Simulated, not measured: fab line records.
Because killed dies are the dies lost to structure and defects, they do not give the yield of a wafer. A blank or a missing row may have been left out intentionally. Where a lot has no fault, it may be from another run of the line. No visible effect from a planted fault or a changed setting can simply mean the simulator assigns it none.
A struck lot beside a sound one    flow sky130    14 out of 708 route steps
Sound: wafers L573.1, L573.3, L573.6. Wafers struck: L580.1, L580.3, L580.5. The cause comes at the end.
Order at every step that has rows: each side's tool, ch and its chambers, its first start. Under that, the readings that differ: sound wafers    struck wafers    difference of the means    sigmas: that difference in standard deviations of wafers without a fault.
alike: words and numbers the same on both sides, and readings whose means are apart by under 2 such deviations; not compared: readings that were withheld, readings missing a value for some wafer, numbers with overlapping values and no deviation given by the record, and bounds like >300 which may hide the same value.
A row with sigmas, a row that says differs or no value, or rows on one side alone: a step with any of these is where the two part. Numbers that have no deviation but don't overlap get no sigmas and don't part them. A reading that every wafer of one side lacks parts them only if that side has two wafers or more.

first, 4 steps without rows for these wafers: SKY_PWDE_SOFTBAKE_03; SKY_PWDE_EXPOSE_04 (exposes mask PWDEM, target cd 840 nm); SKY_PWDE_PEB_05; SKY_PWDE_DEVELOP_06 (develop time 60 s).
SKY_PWDE_OVL_MEAS_07:
  sound: overlay-02 at day 4 03:11; struck: overlay-01 at day 5 19:38
  alike: PWDE_OVL
next, for these wafers, 1 step has no rows: SKY_PWDE_IMPLANT_08.
SKY_PWDE_STRIP_09: strips in O2/N2.
  sound on plasma-asher-04 ch 0, day 4 03:23; struck on plasma-asher-01 ch 0,1, day 5 19:50
reading                      sound              struck             difference  sigmas
drypump-motor-current-A (A)  6.2 6.2 6.2        5.2 5.1 5.8        -0.8        -2
n2-flow-sccm (sccm)          300.9 301.2 300.8  298.4 299.3 299.6  -1.9        -2
  alike: o2-flow-sccm, oes-product-au, strip-time-to-endpoint-s
  not compared: rf-hours-counter-h
SKY_PWDE_TW_MEAS_10:
  sound: film-metro-02 at day 4 03:29; struck: film-metro-01 at day 5 19:56
  alike: PWDE_TW
then, 4 steps without rows for these wafers: SKY_NWELL_DEHYDRATE_03 (time 60 s); SKY_NWELL_HMDS_04 (prime time 60 s); SKY_NWELL_COAT_05 (resist thk 3000 nm); SKY_NWELL_SOFTBAKE_06.
SKY_NWELL_EXPOSE_07: exposes mask NWM, target cd 840 nm.
  sound on iline-stepper-02 ch 0, day 4 11:32; struck on iline-stepper-01, day 6 05:50
  no value came back on the struck wafers for exposure-dose-mJ-cm2, focus-offset-nm (nm); on the sound wafers exposure-dose-mJ-cm2 reads 254.80 254.60 254.51
  alike: mask
next, for these wafers, 1 step has no rows: SKY_NWELL_PEB_08.

== WHERE THEY PART ==
Earliest at SKY_PWDE_STRIP_09; latest, in this record, at SKY_NWELL_EXPOSE_07.

WHY: what the simulator had put in
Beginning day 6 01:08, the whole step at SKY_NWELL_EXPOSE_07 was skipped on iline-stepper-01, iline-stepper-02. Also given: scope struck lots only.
